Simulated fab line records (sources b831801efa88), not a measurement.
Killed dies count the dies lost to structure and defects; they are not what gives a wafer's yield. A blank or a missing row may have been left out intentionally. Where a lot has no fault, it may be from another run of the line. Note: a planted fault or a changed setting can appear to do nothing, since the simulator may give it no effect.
Check of tool commonality | flow sky130 | Sample size 12 lots and 36 wafers

## WHY THIS WAS OPENED
Of 12 lots, 2 have the reading GATE_OXIDE_OVL flagged at SKY_GATE_OXIDE_OVL_MEAS_10. Wafers without a fault read 0.0 nm, standard deviation 1.5.
Rule: flag the lot when none of its wafers has a number, or when each of its wafers that has one lies beyond 4 standard deviations from that mean. As for the other lots, they are considered sound.

lot  | measured     | on         | GATE_OXIDE_OVL (nm), wafer by wafer | flag
L780 | day 14 06:50 | overlay-01 | 0.0 0.1 -0.8                        |
L785 | day 16 02:19 | overlay-02 | 1.6 -1.6 -2.5                       |
L786 | day 16 07:13 | overlay-01 | 1.6 1.4 1.6                         |
L787 | day 16 18:10 | overlay-02 | -1.7 -0.1 -0.5                      |
L791 | day 18 01:47 | overlay-01 | -0.7 0.0 0.7                        |
L797 | day 20 00:47 | overlay-02 | -1.6 0.8 0.3                        |
L796 | day 20 02:10 | overlay-02 | -113.7 -115.8 -117.4                | FLAGGED
L798 | day 20 16:31 | overlay-01 | -113.4 -115.3 -114.4                | FLAGGED
L799 | day 20 19:55 | overlay-01 | 1.1 1.4 0.0                         |
L800 | day 21 06:01 | overlay-01 | 0.2 0.1 0.7                         |
L801 | day 21 17:56 | overlay-02 | 0.0 -0.2 -1.0                       |
L802 | day 22 03:25 | overlay-01 | 1.6 0.8 2.8                         |
The mean of the flagged lots' numbers is -115.0 nm, -115.0 nm from the usual (-77 standard deviations).

## WHICH TOOL RAN EACH LOT
Before the reading, the record contains 2 process steps out of a 708-step route. Cell contents, in order: the tool; ch with the chambers the sampled wafers went through; the start.
lot  | flag    | SKY_SONOS_ONO_STRIP_17               | SKY_GATE_OXIDE_EXPOSE_07
L780 |         | plasma_asher-04 ch 0,1, day 13 03:16 | iline_stepper-01 ch 0, day 13 18:07
L785 |         | plasma_asher-03 ch 1, day 14 17:50   | iline_stepper-01 ch 0, day 15 12:34
L786 |         | plasma_asher-04 ch 0,1, day 15 01:04 | iline_stepper-01 ch 0, day 15 17:52
L787 |         | plasma_asher-03 ch 0,1, day 15 11:29 | iline_stepper-02 ch 0, day 16 03:39
L791 |         | plasma_asher-04 ch 0,1, day 16 17:58 | iline_stepper-01 ch 0, day 17 11:04
L797 |         | plasma_asher-01 ch 0,1, day 18 16:07 | iline_stepper-02 ch 0, day 19 09:38
L796 | FLAGGED | plasma_asher-01 ch 0,1, day 18 16:46 | iline_stepper-01 ch 0, day 19 11:02
L798 | FLAGGED | plasma_asher-03 ch 0,1, day 19 06:38 | iline_stepper-01 ch 0, day 20 00:37
L799 |         | plasma_asher-04 ch 0,1, day 19 10:56 | iline_stepper-02 ch 0, day 20 04:29
L800 |         | plasma_asher-04 ch 0, day 19 21:11   | iline_stepper-02 ch 0, day 20 14:11
L801 |         | plasma_asher-04 ch 0, day 20 08:47   | iline_stepper-02 ch 0, day 21 02:05
L802 |         | plasma_asher-03 ch 0,1, day 20 18:20 | iline_stepper-02 ch 0, day 21 11:37
What the steps here do:
- SKY_SONOS_ONO_STRIP_17: strips in O2/N2.
- SKY_GATE_OXIDE_EXPOSE_07: exposes mask LVOM, target cd 600 nm.
- SKY_GATE_OXIDE_OVL_MEAS_10

## FLAGGED AGAINST TOTAL, ONE TOOL AT A TIME (gauges that did the reading follow at the end)
step                       | tool             | lots run | flagged | share of the flagged lots | sound lots run after its first flagged lot
SKY_SONOS_ONO_STRIP_17     | plasma_asher-01  | 2        | 1       | some                      | 0
SKY_SONOS_ONO_STRIP_17     | plasma_asher-03  | 4        | 1       | some                      | 1 (L802)
SKY_SONOS_ONO_STRIP_17     | plasma_asher-04  | 6        | 0       | none                      | -
SKY_GATE_OXIDE_EXPOSE_07   | iline_stepper-01 | 6        | 2       | all                       | 0
SKY_GATE_OXIDE_EXPOSE_07   | iline_stepper-02 | 6        | 0       | none                      | -
SKY_GATE_OXIDE_OVL_MEAS_10 | overlay-01       | 7        | 1       | some                      | 3 (L799,L800,L802)
SKY_GATE_OXIDE_OVL_MEAS_10 | overlay-02       | 5        | 1       | some                      | 1 (L801)

## WHAT THE TABLE ALLOWS
All flagged lots share 1 row of the table, namely iline_stepper-01 at SKY_GATE_OXIDE_EXPOSE_07.
- iline_stepper-01 at SKY_GATE_OXIDE_EXPOSE_07 ran 6 lots, 2 of them flagged. Its last sound lot is L791 (day 17 11:04), its first flagged lot L796 (day 19 11:02): a fault that began between those two fits.
Left over: one tool, iline_stepper-01 at SKY_GATE_OXIDE_EXPOSE_07.

## WHAT THE SIMULATOR PUT IN
Scanner matching overlay: iline_stepper-01, from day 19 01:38 on, at SKY_GATE_OXIDE_EXPOSE_07. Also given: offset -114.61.
Struck lots among those shown: L796, L798. The rule above reached the same finding.
